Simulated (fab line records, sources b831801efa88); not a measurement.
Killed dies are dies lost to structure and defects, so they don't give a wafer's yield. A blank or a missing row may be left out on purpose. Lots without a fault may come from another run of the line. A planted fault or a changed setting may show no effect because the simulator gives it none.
Which tool did it? | flow gf180mcu | 12 lots, 36 wafers sampled, at 5 steps of a route of 602

WHAT THE GAUGES READ, wafer by wafer
GF_M5_OVL_MEAS_08. Usual: M5_OVL 1 nm, standard deviation 5.8.
lot  | measured     | on         | M5_OVL (nm) | flag
L878 | day 27 00:14 | overlay-01 | -1 -9 0     |
L879 | day 27 06:02 | overlay-02 | 9 4 -2      |
L880 | day 27 15:10 | overlay-01 | -2 0 3      |
L882 | day 28 10:27 | overlay-01 | 10 10 -1    |
L883 | day 28 17:41 | overlay-01 | 4 4 5       |
L884 | day 28 21:19 | overlay-01 | 15 15 6     |
L885 | day 29 00:35 | overlay-02 | 7 -5 2      |
L886 | day 29 14:35 | overlay-02 | -1 5 1      |
L887 | day 29 17:47 | overlay-02 | 10 13 4     |
L891 | day 31 07:21 | overlay-02 | 3 -3 -2     |
L898 | day 32 15:33 | overlay-01 | -5 -7 -9    |
L899 | day 32 20:02 | overlay-02 | 6 4 -7      |

GF_V5_THK_MEAS_03. Usual: V5_CVD_02_THK 1451 nm, standard deviation 17.
lot  | measured     | on            | V5_CVD_02_THK (nm) | flag
L878 | day 27 01:10 | film_metro-02 | 1432 1481 1471     |
L879 | day 27 06:59 | film_metro-01 | 1446 1442 1480     |
L880 | day 27 16:07 | film_metro-02 | 1449 1470 1471     |
L882 | day 28 11:23 | film_metro-02 | 1439 1456 1455     |
L883 | day 28 18:37 | film_metro-01 | 1446 1431 1438     |
L884 | day 28 22:16 | film_metro-02 | 1434 1447 1450     |
L885 | day 29 01:31 | film_metro-01 | 1428 1468 1450     |
L886 | day 29 15:32 | film_metro-01 | 1444 1429 1456     |
L887 | day 29 18:43 | film_metro-02 | 1442 1444 1471     |
L891 | day 31 08:17 | film_metro-02 | 1426 1429 1457     |
L898 | day 32 16:29 | film_metro-01 | 1465 1442 1429     |
L899 | day 32 20:58 | film_metro-02 | 1436 1456 1461     |

GF_TOP_METAL_CD_MEAS_14: target cd 440 nm. Usual: cd_nm 440.4 nm, standard deviation 2.4.
lot  | measured     | on        | cd_nm (nm)        | flag
L878 | day 28 18:44 | cd_sem-01 | 440.9 441.0 440.5 |
L879 | day 29 00:43 | cd_sem-02 | 442.8 443.1 440.8 |
L880 | day 29 08:07 | cd_sem-01 | 441.9 443.8 443.3 |
L882 | day 30 02:10 | cd_sem-01 | 440.2 440.3 438.7 |
L883 | day 30 11:08 | cd_sem-02 | 442.5 441.8 442.6 |
L884 | day 30 12:49 | cd_sem-01 | 439.4 440.0 435.3 |
L885 | day 30 16:58 | cd_sem-01 | 438.2 440.0 439.2 |
L886 | day 31 05:55 | cd_sem-02 | 440.3 439.2 438.2 |
L887 | day 31 08:55 | cd_sem-02 | 441.5 441.7 440.4 |
L891 | day 32 19:55 | cd_sem-02 | 437.0 436.7 436.1 |
L898 | day 34 01:43 | cd_sem-01 | 466.3 466.9 467.2 | OFF
L899 | day 34 05:53 | cd_sem-01 | 460.9 462.2 463.3 | OFF

WHICH TOOL RAN EACH LOT (tool, then ch and the chambers of the sampled wafers, then the start)
lot  | GF_V5_CMP_04                  | GF_TOP_METAL_COAT_09
L878 | cmp-02 ch 0,1,2, day 27 01:16 | litho_track-02 ch 0, day 28 09:04
L879 | cmp-02 ch 0,1,3, day 27 07:02 | litho_track-02 ch 0, day 28 15:16
L880 | cmp-01 ch 1,3, day 27 16:12   | litho_track-02 ch 0, day 28 23:13
L882 | cmp-01 ch 2,3, day 28 11:29   | litho_track-02 ch 0, day 29 17:13
L883 | cmp-01 ch 0,2, day 28 18:41   | litho_track-02 ch 0, day 30 00:46
L884 | cmp-02 ch 0,2, day 28 22:19   | litho_track-03 ch 0, day 30 03:14
L885 | cmp-02 ch 1,3, day 29 01:37   | litho_track-02 ch 0, day 30 08:28
L886 | cmp-02 ch 0,2,3, day 29 15:39 | litho_track-02 ch 0, day 30 20:10
L887 | cmp-02 ch 0,1,2, day 29 18:49 | litho_track-04 ch 0, day 30 23:46
L891 | cmp-01 ch 0,2,3, day 31 08:41 | litho_track-02 ch 0, day 32 11:28
L898 | cmp-01 ch 0,1,3, day 32 16:33 | litho_track-02 ch 0, day 33 18:22
L899 | cmp-02 ch 0,1,3, day 32 21:01 | litho_track-02 ch 0, day 33 21:46
- GF_V5_CMP_04: polishes SiO2.
- GF_TOP_METAL_COAT_09: resist thk 1500 nm.

WHAT THE TOOLS THEMSELVES READ (means of the sampled wafers that have a number; where no wafer has one, the mark that the record gives instead)
GF_V5_CMP_04. Usual: head_pressure_psi 3.999 psi, standard deviation 0.0079; motor_current_A 12.0 A, standard deviation 1.1.
lot  | tool   | head_pressure_psi (psi) | motor_current_A (A) | flag
L878 | cmp-02 | 3.994                   | 11.8                |
L879 | cmp-02 | 3.994                   | 13.0                |
L880 | cmp-01 | 3.999                   | 11.0                |
L882 | cmp-01 | 3.996                   | 11.1                |
L883 | cmp-01 | 3.997                   | 11.9                |
L884 | cmp-02 | 3.999                   | 11.3                |
L885 | cmp-02 | 4.001                   | 13.0                |
L886 | cmp-02 | 3.997                   | 12.1                |
L887 | cmp-02 | 3.999                   | 11.9                |
L891 | cmp-01 | 4.005                   | 11.5                |
L898 | cmp-01 | 4.001                   | 11.0                |
L899 | cmp-02 | 3.998                   | 13.4                |

GF_TOP_METAL_COAT_09. Usual: spin_speed_rpm 3000.2 rpm, standard deviation 1.9.
lot  | tool           | spin_speed_rpm (rpm) | flag
L878 | litho_track-02 | 3000.9               |
L879 | litho_track-02 | 2999.4               |
L880 | litho_track-02 | 3002.2               |
L882 | litho_track-02 | 3002.0               |
L883 | litho_track-02 | 3001.6               |
L884 | litho_track-03 | 2999.3               |
L885 | litho_track-02 | 3000.0               |
L886 | litho_track-02 | 3001.0               |
L887 | litho_track-04 | 2997.8               |
L891 | litho_track-02 | 3001.1               |
L898 | litho_track-02 | 3001.4               |
L899 | litho_track-02 | 3000.5               |

THE ANSWER, worked out from the rows above alone
Rule: a lot is off if the mean of its wafers that have a number lies more than 3 standard deviations from the usual mean. A lot without any number at a reading at which 4 lots or more have one is off too. The other lots that the step has rows for count as sound. The gauges are gone through in route order, then the tools' own readings, and for those a lot's mean is taken as printed above. The first step at which some lot is off is used, and at that step the reading that is off furthest; a lot without a number counts as furthest.
Off: L898, L899, at GF_TOP_METAL_CD_MEAS_14 (cd_nm).
A tool fits if, at a process step before that reading, it ran every lot that is off, and no sound lot after the first of them. The gauges at GF_TOP_METAL_CD_MEAS_14 are tried like those tools. Can't be told from this: 2 tools fit, litho_track-02 at GF_TOP_METAL_COAT_09, cd_sem-01 at GF_TOP_METAL_CD_MEAS_14.

WHAT THE SIMULATOR HAD PUT IN
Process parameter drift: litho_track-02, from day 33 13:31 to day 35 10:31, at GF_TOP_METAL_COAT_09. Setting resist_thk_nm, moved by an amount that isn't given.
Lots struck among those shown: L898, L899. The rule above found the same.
